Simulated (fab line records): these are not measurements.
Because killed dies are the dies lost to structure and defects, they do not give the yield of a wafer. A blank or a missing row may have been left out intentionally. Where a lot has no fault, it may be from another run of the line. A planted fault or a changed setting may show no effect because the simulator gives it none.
Comparing a struck lot with a sound one -- flow sky130 -- 28 out of 708 route steps
Sound: wafers L563.2, L563.5, L563.6. Wafers L576.1, L576.4, L576.5 were the ones struck. The cause is named last.
Per side, at each step with rows, come the tool, then ch with its chambers, and then its first start. Under that, the readings that differ: sound wafers -- struck wafers -- difference of the means -- sigmas: that difference in standard deviations of wafers without a fault.
alike: readings whose means differ by less than 2 such deviations, and words and numbers that are the same on both sides. not compared: withheld readings, readings that some wafer has no value for, bounds like >300 that may hide the same value, and numbers for which the record gives no deviation and whose values overlap.
A row with sigmas, a row that says differs or no value, or rows on one side alone: a step with any of these is where the two part. When numbers do not overlap yet have no deviation, they are printed without sigmas and do not part them. Lack of a reading on every wafer of one side parts them only where that side has two or more wafers.

first, 1 step without rows for these wafers: SKY_DNWELL_IMPLANT_07.
SKY_DNWELL_STRIP_08: strips in O2/N2.
  sound on plasmaAsher-04 ch 0,1, day 4 13:23; struck on plasmaAsher-01 ch 0,1, day 7 08:29
  alike: chamberPressureMTorr, drypumpMotorCurrentA, oesProductAu, stripTimeToEndpointS
  not compared: rfHoursCounterH
SKY_DNWELL_TW_MEAS_09:
  sound on filmMetro-02 at day 4 13:29; struck on filmMetro-03 at day 7 08:35
  alike: DNWELL_TW
then, 7 steps without rows for these wafers: SKY_PWDE_DEHYDRATE_00 (time 60 s); SKY_PWDE_HMDS_01 (prime time 60 s); SKY_PWDE_COAT_02 (resist thk 3000 nm); SKY_PWDE_SOFTBAKE_03; SKY_PWDE_EXPOSE_04 (exposes mask PWDEM, target cd 840 nm); SKY_PWDE_PEB_05; SKY_PWDE_DEVELOP_06 (develop time 60 s).
SKY_PWDE_OVL_MEAS_07:
  sound on overlay-02 at day 5 07:44; struck on overlay-02 at day 8 04:46
  alike: PWDE_OVL
following that, these wafers have no rows for 1 step: SKY_PWDE_IMPLANT_08.
SKY_PWDE_STRIP_09: strips in O2/N2.
  sound on plasmaAsher-04 ch 0,1, day 5 07:55; struck on plasmaAsher-02 ch 0,1, day 8 04:56
  no value came back on the struck wafers for chamberPressureMTorr (mTorr), drypumpMotorCurrentA (A), oesProductAu (a.u.), stripTimeToEndpointS (s); on the sound wafers chamberPressureMTorr (mTorr) reads 1502.0 1499.5 1500.1
reading,sound,struck,difference,sigmas
model.coat_of_PWDE_COAT_02.thkNm (nm),0 0 0,2983 2987 2985,+2985,
  not compared: rfHoursCounterH
SKY_PWDE_TW_MEAS_10:
  sound on filmMetro-04 at day 5 08:01; struck on filmMetro-03 at day 8 05:02
reading,sound,struck,difference,sigmas
PWDE_TW,370.8 370.9 370.2,375.3 377.1 374.9,+5.1,+3
then, 7 steps without rows for these wafers: SKY_NWELL_DEHYDRATE_03 (time 60 s); SKY_NWELL_HMDS_04 (prime time 60 s); SKY_NWELL_COAT_05 (resist thk 3000 nm); SKY_NWELL_SOFTBAKE_06; SKY_NWELL_EXPOSE_07 (exposes mask NWM, target cd 840 nm); SKY_NWELL_PEB_08; SKY_NWELL_DEVELOP_09 (develop time 60 s).
SKY_NWELL_OVL_MEAS_10:
  sound on overlay-02 at day 6 02:02; struck on overlay-02 at day 9 02:01
  alike: NWELL_00_OVL
then, 3 steps without rows for these wafers: SKY_NWELL_IMPLANT_11; SKY_NWELL_IMPLANT_12; SKY_NWELL_IMPLANT_13.
SKY_NWELL_STRIP_14: strips in O2/N2.
  sound on plasmaAsher-02 ch 0,1, day 6 02:31; struck on plasmaAsher-04 ch 0,1, day 9 02:29
reading,sound,struck,difference,sigmas
stripTimeToEndpointS (s),36.88 36.81 36.81,80.82 80.96 81.02,+44.10,+99 or more
  alike: chamberPressureMTorr, drypumpMotorCurrentA, oesProductAu
  not compared: rfHoursCounterH
SKY_NWELL_TW_MEAS_15:
  sound on filmMetro-04 at day 6 02:37; struck on filmMetro-04 at day 9 02:35
reading,sound,struck,difference,sigmas
NWELL_TW,1825 1822 1818,30 30 30,-1792,-99 or more
then, 1 step without rows for these wafers: SKY_NWELL_DEHYDRATE_16 (time 60 s).

## WHERE THEY PART
Last at SKY_NWELL_TW_MEAS_15 as far as this record goes, first at SKY_PWDE_STRIP_09.

WHY: what had been put in by the simulator
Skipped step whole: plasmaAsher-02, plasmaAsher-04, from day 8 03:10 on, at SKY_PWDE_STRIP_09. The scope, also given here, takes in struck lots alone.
